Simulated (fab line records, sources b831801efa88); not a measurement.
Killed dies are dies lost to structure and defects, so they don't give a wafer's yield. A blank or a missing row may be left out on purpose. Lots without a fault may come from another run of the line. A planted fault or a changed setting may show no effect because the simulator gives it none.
Which tool did it? | flow sky130 | 13 lots, 39 wafers sampled, at 3 steps of a route of 708

WHAT THE GAUGES READ, wafer by wafer
SKY_SD_N_TW_MEAS_12.
lot  | measured     | on            | SD_N_TW
L137 | day 27 17:32 | film_metro-02 | 4044 4049 4037
L138 | day 28 04:05 | film_metro-01 | 4043 4047 4051
L139 | day 28 10:51 | film_metro-03 | 4021 3990 4013
L140 | day 28 23:55 | film_metro-02 | 4070 4074 4077
L141 | day 29 12:30 | film_metro-02 | 4094 4062 4066
L146 | day 31 14:42 | film_metro-01 | 4011 4024 4007
L147 | day 31 15:08 | film_metro-01 | 4042 4020 4023
L148 | day 32 00:06 | film_metro-01 | 4049 4050 4049
L153 | day 33 09:26 | film_metro-01 | 4042 4060 4027
L155 | day 34 04:50 | film_metro-03 | 3969 3973 4003
L156 | day 34 16:32 | film_metro-03 | 3997 3998 3996
L160 | day 35 07:36 | film_metro-03 | 3941 3943 3951
L159 | day 35 09:33 | film_metro-02 | 4094 4092 4049

SKY_SD_N_RS_MEAS_16: measures by four-point-probe.
lot  | measured     | on            | SD_N_RS (ohm/sq)
L137 | day 27 17:50 | film_metro-03 | 68.45 68.34 68.50
L138 | day 28 04:23 | film_metro-03 | 68.48 68.54 68.47
L139 | day 28 11:08 | film_metro-02 | 68.74 68.65 68.72
L140 | day 29 00:12 | film_metro-03 | 68.49 68.61 68.42
L141 | day 29 12:47 | film_metro-01 | 68.72 68.60 68.50
L146 | day 31 14:59 | film_metro-03 | 68.77 68.66 68.57
L147 | day 31 15:25 | film_metro-02 | 68.68 68.73 68.67
L148 | day 32 00:23 | film_metro-03 | 68.39 68.36 68.51
L153 | day 33 09:46 | film_metro-02 | 68.84 68.65 68.80
L155 | day 34 05:08 | film_metro-01 | 68.51 68.52 68.60
L156 | day 34 16:49 | film_metro-02 | 68.68 68.50 68.53
L160 | day 35 07:53 | film_metro-03 | 68.45 68.42 68.53
L159 | day 35 09:53 | film_metro-03 | 68.38 68.44 68.30

WHICH TOOL RAN EACH LOT (tool, then ch and the chambers of the sampled wafers, then the start)
lot  | SKY_SD_N_RTA_14
L137 | rtp_anneal-02 ch 0, day 27 17:38
L138 | rtp_anneal-01 ch 0, day 28 04:11
L139 | rtp_anneal-02 ch 0, day 28 10:58
L140 | rtp_anneal-01 ch 0, day 29 00:01
L141 | rtp_anneal-02 ch 0, day 29 12:37
L146 | rtp_anneal-01 ch 0, day 31 14:49
L147 | rtp_anneal-02 ch 0, day 31 15:15
L148 | rtp_anneal-01 ch 0, day 32 00:13
L153 | rtp_anneal-02 ch 0, day 33 09:33
L155 | rtp_anneal-02 ch 0, day 34 04:56
L156 | rtp_anneal-01 ch 0, day 34 16:39
L160 | rtp_anneal-02 ch 0, day 35 07:43
L159 | rtp_anneal-01 ch 0, day 35 09:43
- SKY_SD_N_RTA_14: time 2 s.

WHAT THE TOOLS THEMSELVES READ (means of the sampled wafers that have a number; where no wafer has one, the mark that the record gives instead)
SKY_SD_N_RTA_14.
lot  | tool          | lamp_power_pct (%) | wafer_temp_C_max
L137 | rtp_anneal-02 | 15.70              | 1077.4
L138 | rtp_anneal-01 | 15.74              | 1078.7
L139 | rtp_anneal-02 | 15.78              | 1077.0
L140 | rtp_anneal-01 | 15.73              | 1078.5
L141 | rtp_anneal-02 | 15.68              | 1077.7
L146 | rtp_anneal-01 | 15.77              | 1079.6
L147 | rtp_anneal-02 | 15.77              | 1077.8
L148 | rtp_anneal-01 | 15.74              | 1077.4
L153 | rtp_anneal-02 | 15.77              | 1077.9
L155 | rtp_anneal-02 | 15.70              | 1078.7
L156 | rtp_anneal-01 | 15.77              | 1077.4
L160 | rtp_anneal-02 | 15.76              | 1078.6
L159 | rtp_anneal-01 | 15.75              | 1077.4

THE ANSWER, worked out from the rows above alone
Rule: what is usual is taken from the lots themselves. Put in order of their means at a reading, lots are off if they are a third of the lots or fewer, leave a main group of 4 or more, and stand apart from it by a gap of 3 or more times the standard deviation of the main group's means; of several such gaps the widest counts. A main group whose means are all the same, to the digits that the tables above print for the reading, isn't used. A lot without any number at a reading at which 4 lots or more have one is off too. The other lots that the step has rows for count as sound. The gauges are gone through in route order, then the tools' own readings, and for those a lot's mean is taken as printed above. The first step at which some lot is off is used, and at that step the reading that is off furthest; a lot without a number counts as furthest.
No lot is off at any reading shown: from this, nothing can be told.

WHAT THE SIMULATOR HAD PUT IN
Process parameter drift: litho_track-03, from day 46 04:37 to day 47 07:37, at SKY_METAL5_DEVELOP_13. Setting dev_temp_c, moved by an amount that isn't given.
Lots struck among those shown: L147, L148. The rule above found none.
